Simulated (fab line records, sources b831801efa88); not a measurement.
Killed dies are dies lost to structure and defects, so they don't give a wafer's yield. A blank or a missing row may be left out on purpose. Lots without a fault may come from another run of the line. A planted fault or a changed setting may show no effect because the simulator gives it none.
One fault seen from 2 desks | flow sky130 | each desk has only its own numbers; what lay behind them comes last

THE METROLOGY DESK
What the gauges read, lot by lot, whatever tool the lot ran on: means of the sampled wafers that have a number. A lot is out of limits, marked OUT, if its mean lies more than 4 standard deviations from the usual mean; the brackets give that distance.
Columns: A = VT_ADJUST_LVTN_01_OVL at SKY_VT_ADJUST_LVTN_OVL_MEAS_18, usual -1.0 nm; B = SONOS_ONO_CVD_04_THK at SKY_SONOS_ONO_THK_MEAS_05, usual 5.75 nm
lot  | first seen here | A    | B
L434 | day 7 18:34     | -1.0 | 5.66
L435 | day 7 21:51     | -2.1 | 5.66
L436 | day 8 08:58     | 0.4  | 5.80
L437 | day 8 13:27     | -0.6 | 5.91
L438 | day 8 15:25     | -0.7 | 5.86
L439 | day 9 06:40     | -0.6 | 5.66
L440 | day 9 11:07     | -0.8 | 5.59
L441 | day 9 20:37     | -1.1 | 5.62
L442 | day 9 23:37     | -0.0 | 5.72
L443 | day 10 07:16    | -2.6 | 5.89
L444 | day 10 10:01    | -1.3 | 5.80
L446 | day 11 00:31    | 0.5  | 5.54
L449 | day 12 03:28    | -0.2 | 6.29 (+4.5) OUT
L450 | day 12 09:43    | -0.8 | 6.39 (+5.3) OUT
This desk's finding: out of limits on L449, L450; first on L449, day 16 18:39 (SONOS_ONO_CVD_04_THK at SKY_SONOS_ONO_THK_MEAS_05). In limits: L434, L435, L436, L437, L438, L439, L440, L441, L442, L443, L444, L446.

THE TOOL OWNER'S DESK: lpcvd-03
The tool's own readings at SKY_SONOS_ONO_CVD_04 (deposits SiO2 from SiH4/N2O, target thk 5.7199 nm): means of the sampled wafers that have a number, for each lot that ran on this tool. A lot is out of limits, marked OUT, if its mean lies more than 4 standard deviations from the usual mean; the brackets give that distance.
Columns: A = spike_tc_bottom_C at SKY_SONOS_ONO_CVD_04, usual 916.4 C; B = spike_tc_centre_C at SKY_SONOS_ONO_CVD_04, usual 899.0 C; C = spike_tc_lower_C at SKY_SONOS_ONO_CVD_04, usual 899.8 C; D = spike_tc_top_C at SKY_SONOS_ONO_CVD_04, usual 914.2 C; E = spike_tc_upper_C at SKY_SONOS_ONO_CVD_04, usual 899.9 C; F = susceptor_temp_C at SKY_SONOS_ONO_CVD_04, usual 900.0 C; G = zone_power_bottom_pct at SKY_SONOS_ONO_CVD_04, usual 27.8 %
lot  | first seen here | A                | B                | C                | D                | E                | F               | G
L434 | day 11 17:05    | 915.5            | 897.9            | 898.3            | 914.0            | 900.7            | 899.9           | 28.9
L435 | day 11 21:17    | 916.6            | 897.1            | 900.8            | 914.5            | 900.7            | 899.8           | 28.7
L436 | day 12 08:42    | 918.2            | 900.4            | 901.3            | 914.1            | 897.5            | 900.2           | 25.8
L437 | day 12 15:21    | 914.5            | 898.3            | 899.0            | 915.0            | 900.8            | 900.5           | 28.8
L438 | day 12 15:21    | 916.2            | 898.1            | 898.3            | 914.3            | 899.9            | 900.0           | 28.4
L439 | day 13 11:54    | 915.1            | 898.3            | 899.1            | 914.2            | 900.4            | 900.1           | 28.8
L440 | day 13 14:23    | 915.9            | 898.1            | 898.7            | 914.7            | 900.4            | 899.8           | 28.4
L441 | day 14 03:40    | 918.0            | 901.3            | 901.5            | 913.8            | 898.2            | 899.9           | 25.9
L442 | day 14 07:53    | 916.9            | 901.6            | 901.1            | 914.5            | 898.8            | 899.7           | 25.9
L443 | day 14 15:34    | 915.6            | 898.5            | 900.0            | 914.3            | 900.6            | 899.9           | 28.8
L444 | day 14 20:34    | 917.2            | 897.9            | 899.7            | 914.7            | 900.4            | 899.9           | 28.8
L446 | day 15 12:48    | 916.7            | 898.2            | 898.4            | 914.4            | 900.7            | 900.0           | 28.7
L449 | day 16 17:24    | 921.9 (+5.0) OUT | 904.2            | 905.8 (+4.3) OUT | 919.7 (+4.6) OUT | 907.4 (+4.7) OUT | 906.4 (+17) OUT | 28.9
L450 | day 17 01:52    | 922.5 (+5.5) OUT | 907.9 (+4.9) OUT | 907.4 (+5.4) OUT | 918.0            | 904.0            | 906.3 (+17) OUT | 26.1
This desk's finding: out of limits on L449, L450; first on L449, day 16 17:24 (spike_tc_bottom_C at SKY_SONOS_ONO_CVD_04). In limits: L434, L435, L436, L437, L438, L439, L440, L441, L442, L443, L444, L446.

PUT TOGETHER
The tool owner's desk could have raised an alarm at day 16 17:24, on L449, L450.
The metrology desk could have raised an alarm at day 16 18:39, on L449, L450.
Of the lots named, all ran SKY_SONOS_ONO_CVD_04 on lpcvd-03.

WHAT THE SIMULATOR HAD PUT IN
Process parameter drift: lpcvd-03, from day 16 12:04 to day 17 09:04, at SKY_SONOS_ONO_CVD_04. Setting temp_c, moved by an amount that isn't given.
Lots struck among those shown: L449, L450.
Hours from the fault's start to each desk's first reading out of limits: the tool owner's desk, 5; the metrology desk, 7.
